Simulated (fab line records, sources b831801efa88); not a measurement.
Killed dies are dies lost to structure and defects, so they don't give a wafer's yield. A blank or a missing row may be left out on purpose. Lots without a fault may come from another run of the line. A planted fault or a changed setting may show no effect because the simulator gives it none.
fab line records | flow sky130
record lots=7 wafers=21 last_day=50
route steps=708 shown LDD_N@241 LDD_P@255 LDD_HVN@267
lots that met no fault: from a run of the same line without faults
start_h: hours from the record's first day to the start of the lot's first wafer shown | wait_h: hours since the lot's step before | " the same as in the row above | L1.1+2: a row that stands for several wafers | - no value, or no start given | * or withheld: withheld | < > ~ a bound
route shown NAME@n: a module of which the file shows steps, and the number in the route of the first | usual: mean/standard deviation of fault-free wafers | same: alike in all rows | chamber/n: place in a boat | sites: the reading at each site | _std_site: their standard deviation | _edge_site: outer sites' mean less inner sites' | radius_mm: how far each site lies from the wafer's centre | mask NAME#n: copy n | behind: the tool/chamber that last shaped the wafer | hold: why the lot was held/for how many hours/how that ended | device: the transistor (n, p or np) that didn't switch | end of line: the same wafers' tests at the end of the route | a step without rows: its recipe alone | killed: dies lost to structure and defects at the first sort, not the wafer's yield | map: a wafer's dies, x killed, . not, _ none there
set.NAME: the setting as run; set.NAME@STEP: as run at that earlier step | model.NAME: the simulator's own value behind a step, which no gauge read
lots at some steps of the route; a table a step, a row a wafer
services: from which hour (start_h, from the record's first day; less than 0 if before it) a tool's chamber was out of use, for how many hours, and why
## steps
# step SKY_LDD_N_EXPOSE_04
# recipe mask_id=NTM target_cd_nm=840 na=0.6 source_shape=conventional sigma_outer=0.6 dose_mj=110
# step SKY_LDD_N_PEB_05
# recipe temp_c=withheld time_s=* resist=NOVOLAK
# step SKY_LDD_N_DEVELOP_06
# recipe develop_time_s=60 dev_temp_c=23
# step SKY_LDD_N_OVL_MEAS_07
# usual LDD_N_OVL=-0.3/1.3
# columns lot.wafer tool chamber start_h wait_h LDD_N_OVL[nm]
L477.1 overlay-02 - 420.96 0.1 -1.5
L477.3 " - " " -0.6
L477.4 " - " " -0.9
L484.3 overlay-01 - 483.03 0.1 -1.3
L484.5 " - " " -0.6
L484.6 " - " " -1.1
L487.1 overlay-01 - 508.74 0.1 -0.4
L487.2 " - " " -0.3
L487.4 " - " " -1.3
L488.1 overlay-02 - 513.12 0.1 0.7
L488.4 " - " " 1.4
L488.6 " - " " -1.3
L489.1 overlay-02 - 526.59 0.1 -1.2
L489.4 " - " " -0.4
L489.5 " - " " -1.1
L495.3 overlay-01 - 581.30 0.1 0.5
L495.4 " - " " -1.5
L495.6 " - " " -2.3
L497.1 overlay-02 - 608.64 0.1 0.3
L497.2 " - " " -0.2
L497.4 " - " " 0.1
# step SKY_LDD_N_IMPLANT_08
# recipe species=As energy_kev=20 dose_cm2=7.5e+13 tilt_deg=withheld rotation_deg=23
# step SKY_LDD_N_IMPLANT_09
# recipe species=As energy_kev=20 dose_cm2=7.5e+13 tilt_deg=withheld rotation_deg=113
# step SKY_LDD_N_IMPLANT_10
# recipe species=As energy_kev=20 dose_cm2=7.5e+13 tilt_deg=withheld rotation_deg=203
# step SKY_LDD_N_IMPLANT_11
# recipe species=As energy_kev=20 dose_cm2=7.5e+13 tilt_deg=withheld rotation_deg=293
# step SKY_LDD_N_IMPLANT_12
# recipe species=BF2 energy_kev=50 dose_cm2=5e+12 tilt_deg=30 rotation_deg=0
# step SKY_LDD_N_IMPLANT_13
# recipe species=BF2 energy_kev=50 dose_cm2=5e+12 tilt_deg=30 rotation_deg=90
# step SKY_LDD_N_IMPLANT_14
# recipe species=BF2 energy_kev=50 dose_cm2=5e+12 tilt_deg=30 rotation_deg=180
# step SKY_LDD_N_IMPLANT_15
# recipe species=BF2 energy_kev=50 dose_cm2=5e+12 tilt_deg=30 rotation_deg=270
# step SKY_LDD_N_STRIP_16
# recipe chemistry=O2/N2 power_w=1400 pressure_mtorr=1500 platen_temp_c=withheld o2_flow_sccm=3000 n2_flow_sccm=300 overash_fraction=0.5
# usual chamber_pressure_mTorr=1500.1/1.4 drypump_motor_current_A=5.79/0.22 oes_product_au=0.407/0.0048 strip_time_to_endpoint_s=4.315/0.014
# columns lot.wafer tool chamber start_h wait_h chamber_pressure_mTorr drypump_motor_current_A oes_product_au rf_hours_counter_h strip_time_to_endpoint_s model.NOVOLAK_of_LDD_N_COAT_02.thk_nm
L477.1 plasma_asher-03 0 422.20 0.1 1499.6 5.61 0.412 63 4.325 0
L477.3 " 1 " " 1500.9 6.25 0.407 - 4.331 0
L477.4 " 0 " " 1500.3 5.62 0.399 - 4.310 0
L484.3 plasma_asher-03 1 484.29 0.1 1500.7 6.24 0.405 - 4.299 0
L484.5 " 1 " " 1499.1 6.25 0.405 - 4.317 0
L484.6 " 0 " " 1497.2 5.60 0.405 - 4.321 0
L487.1 plasma_asher-01 1 509.98 0.1 - - - - - 298.6
L487.2 " 0 " " - - - - - 298
L487.4 " 1 " " - - - - - 299.2
L488.1 plasma_asher-03 1 514.36 0.1 - - - - - 298.7
L488.4 " 1 " " - - - - - 298.4
L488.6 " 0 " " - - - - - 298.4
L489.1 plasma_asher-01 0 527.83 0.1 - - - - - 299.6
L489.4 " 0 " " - - - - - 299.6
L489.5 " 1 " " - - - - - 299.7
L495.3 plasma_asher-02 1 582.56 0.1 1497.9 5.90 0.402 - 4.330 0
L495.4 " 0 " " 1499.8 5.67 0.408 - 4.303 0
L495.6 " 0 " " 1500.6 5.68 0.404 - 4.319 0
L497.1 plasma_asher-02 0 610.00 0.1 1501.5 5.67 0.411 92 4.324 0
L497.2 " 1 " " 1500.3 5.86 0.405 92 4.307 0
L497.4 " 1 " " 1497.9 5.89 0.403 - 4.323 0
# step SKY_LDD_N_TW_MEAS_17
# usual LDD_N_TW=2612/15
# columns lot.wafer tool chamber start_h wait_h LDD_N_TW
L477.1 film_metro-04 - 422.30 0.1 2650
L477.3 " - " " 2634
L477.4 " - " " 2609
L484.3 film_metro-03 - 484.38 0.1 2607
L484.5 " - " " 2611
L484.6 " - " " 2609
L487.1 film_metro-04 - 510.08 0.1 2611
L487.2 " - " " 2629
L487.4 " - " " 2605
L488.1 film_metro-02 - 514.46 0.1 2603
L488.4 " - " " 2610
L488.6 " - " " 2609
L489.1 film_metro-02 - 527.93 0.1 2601
L489.4 " - " " 2602
L489.5 " - " " 2616
L495.3 film_metro-04 - 582.65 0.1 2631
L495.4 " - " " 2636
L495.6 " - " " 2640
L497.1 film_metro-04 - 610.10 0.1 2636
L497.2 " - " " 2633
L497.4 " - " " 2619
# step SKY_LDD_P_DEHYDRATE_00
# recipe temp_c=200 time_s=60
# step SKY_LDD_P_HMDS_01
# recipe prime_time_s=60 prime_temp_c=120
# step SKY_LDD_P_COAT_02
# recipe resist=NOVOLAK spin_rpm=3000 resist_thk_nm=1140
# step SKY_LDD_P_SOFTBAKE_03
# recipe temp_c=90 time_s=60 resist=NOVOLAK
# step SKY_LDD_P_EXPOSE_04
# recipe mask_id=PSDM na=0.6 source_shape=conventional sigma_outer=0.6 polarization=unpolarized target_cd_nm=380 dose_mj=138
# step SKY_LDD_P_PEB_05
# recipe temp_c=withheld time_s=* resist=NOVOLAK
# step SKY_LDD_P_DEVELOP_06
# recipe resist=NOVOLAK developer=TMAH develop_time_s=60 dev_temp_c=23
# step SKY_LDD_P_CD_MEAS_07
# recipe target_cd_nm=380
# usual cd_nm=379.9/2.7
# columns lot.wafer tool chamber start_h wait_h cd_nm
L477.1 cd_sem-02 - 452.64 0.1 373.6
L477.3 " - " " 376.3
L477.4 " - " " 378.4
L484.3 cd_sem-02 - 514.41 0.1 379.8
L484.5 " - " " 378.5
L484.6 " - " " 376.6
L487.1 cd_sem-01 - 539.77 0.1 379.6
L487.2 " - " " 378.2
L487.4 " - " " 378.5
L488.1 cd_sem-01 - 549.39 5.4 379.5
L488.4 " - " " 381.4
L488.6 " - " " 380.6
L489.1 cd_sem-01 - 557.77 0.1 376.2
L489.4 " - " " 376.2
L489.5 " - " " 376.7
L495.3 cd_sem-02 - 611.58 0.1 377.8
L495.4 " - " " 377.5
L495.6 " - " " 378.3
L497.1 cd_sem-01 - 645.73 7.8 382.9
L497.2 " - " " 384.4
L497.4 " - " " 381.5
# step SKY_LDD_P_OVL_MEAS_08
# usual LDD_P_OVL=-0.6/1.2
# columns lot.wafer tool chamber start_h wait_h LDD_P_OVL[nm]
L477.1 overlay-02 - 452.76 0.1 -0.5
L477.3 " - " " 0.7
L477.4 " - " " 1.1
L484.3 overlay-01 - 514.50 0.1 0.5
L484.5 " - " " -0.1
L484.6 " - " " 0.8
L487.1 overlay-02 - 539.89 0.1 0.7
L487.2 " - " " -1.3
L487.4 " - " " -0.2
L488.1 overlay-01 - 549.51 0.1 -2.5
L488.4 " - " " -2.6
L488.6 " - " " -1.6
L489.1 overlay-02 - 557.89 0.1 0.2
L489.4 " - " " -0.8
L489.5 " - " " 0.0
L495.3 overlay-01 - 611.67 0.1 -1.5
L495.4 " - " " 1.1
L495.6 " - " " -2.0
L497.1 overlay-02 - 645.85 0.1 -3.9
L497.2 " - " " -0.8
L497.4 " - " " -0.8
# step SKY_LDD_P_IMPLANT_09
# recipe species=BF2 energy_kev=25 dose_cm2=1e+13 tilt_deg=withheld
# step SKY_LDD_P_STRIP_10
# recipe chemistry=O2/N2 power_w=1400 pressure_mtorr=1500 platen_temp_c=withheld o2_flow_sccm=3000 n2_flow_sccm=300 overash_fraction=0.5
# usual chamber_pressure_mTorr=1499.9/1.4 drypump_motor_current_A=5.82/0.12 oes_product_au=0.715/0.0048 strip_time_to_endpoint_s=14.18/0.045
# columns lot.wafer tool chamber start_h wait_h chamber_pressure_mTorr drypump_motor_current_A oes_product_au rf_hours_counter_h strip_time_to_endpoint_s
L477.1 plasma_asher-02 1 452.95 0.1 1499.1 5.88 0.713 78 14.28
L477.3 " 0 " " 1501.4 5.68 0.710 - 14.24
L477.4 " 1 " " 1500.5 5.86 0.709 - 14.20
L484.3 plasma_asher-04 1 514.71 0.1 1500.6 5.94 0.707 - 14.21
L484.5 " 1 " " 1499.0 5.94 0.722 - 14.22
L484.6 " 0 " " 1498.7 5.92 0.716 - 14.27
L487.1 plasma_asher-04 1 540.08 0.1 1498.3 5.91 0.716 41 18.74
L487.2 " 0 " " 1498.0 5.94 0.711 41 18.76
L487.4 " 0 " " 1500.2 5.91 0.714 - 18.74
L488.1 plasma_asher-01 1 549.70 0.1 1499.9 5.69 0.712 11 18.61
L488.4 " 1 " " 1501.3 5.74 0.713 - 18.60
L488.6 " 1 " " 1498.2 5.72 0.715 - 18.62
L489.1 plasma_asher-04 0 558.08 0.1 1500.7 5.94 0.712 43 18.75
L489.4 " 1 " " 1500.0 5.92 0.708 - 18.75
L489.5 " 1 " " 1498.6 5.94 0.719 - 18.77
L495.3 plasma_asher-02 0 611.88 0.1 1501.4 5.68 0.722 - 14.11
L495.4 " 1 " " 1499.5 5.89 0.705 - 14.15
L495.6 " 0 " " 1502.1 5.69 0.720 - 14.11
L497.1 plasma_asher-02 0 646.09 0.1 1499.7 5.68 0.713 96 14.20
L497.2 " 1 " " 1499.9 5.88 0.707 96 14.18
L497.4 " 0 " " 1499.8 5.69 0.714 - 14.21
# step SKY_LDD_P_TW_MEAS_11
# usual LDD_P_TW=640/4.3
# columns lot.wafer tool chamber start_h wait_h LDD_P_TW
L477.1 film_metro-02 - 453.05 0.1 636
L477.3 " - " " 637
L477.4 " - " " 637
L484.3 film_metro-01 - 514.80 0.1 637
L484.5 " - " " 638
L484.6 " - " " 639
L487.1 film_metro-04 - 540.18 0.1 30
L487.2 " - " " 30
L487.4 " - " " 30
L488.1 film_metro-01 - 549.80 0.1 30
L488.4 " - " " 30
L488.6 " - " " 30
L489.1 film_metro-01 - 558.18 0.1 30
L489.4 " - " " 30
L489.5 " - " " 30
L495.3 film_metro-01 - 611.97 0.1 639
L495.4 " - " " 640
L495.6 " - " " 638
L497.1 film_metro-02 - 646.19 0.1 635
L497.2 " - " " 633
L497.4 " - " " 637
# step SKY_LDD_HVN_DEHYDRATE_00
# recipe temp_c=200 time_s=60
## services
# columns tool chamber start_h hours kind
plasma_asher-01 - 421.25 9.0 pm
plasma_asher-01 0 421.25 9.0 vent_cycle
plasma_asher-01 1 421.25 9.0 vent_cycle
plasma_asher-01 0 430.25 - clean
plasma_asher-01 1 430.25 - clean
plasma_asher-04 - 538.11 0.7 repair
plasma_asher-02 - 553.83 4.9 pm
plasma_asher-04 - 567.41 3.6 repair
plasma_asher-02 - 589.34 9.6 repair
plasma_asher-01 - 601.80 28.1 pm
## key
first_sign step=SKY_LDD_N_STRIP_16 reading=tool_record direction=missing
effect step=SKY_LDD_P_STRIP_10 reading=strip_time_to_endpoint_s direction=up sigmas=99+ usual=* struck=*
effect step=SKY_LDD_P_TW_MEAS_11 reading=LDD_P_TW direction=down sigmas=99+ usual=640 struck=30
model_effect step=SKY_LDD_N_STRIP_16 value=NOVOLAK_of_LDD_N_COAT_02.thk_nm without=0 struck=298.9
met_at SKY_LDD_N_STRIP_16
struck_wafers L487.1,L487.2,L487.4,L488.1,L488.4,L488.6,L489.1,L489.4,L489.5
sort_left_out L487.1,L487.2,L487.4,L488.1,L488.4,L488.6,L489.1,L489.4,L489.5
tester_left_out L487,L488,L489
onset_between 484.29 509.98
fault kind=skipped_step_whole tool=plasma_asher-01,plasma_asher-03 chamber=- onset_h=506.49 steps=SKY_LDD_N_STRIP_16 scope=struck_lots_only
# tester_left_out: of these lots the tester's yield and bins aren't shown, on N5 and GAA mostly nor the transistor test; their killed dies are dies lost to structure and defects alone, not to doping, threshold or leakage, so they don't give the yield
# sort_left_out: the simulated sort isn't trusted on such a fault, so these wafers' sort isn't shown, and their yield isn't known
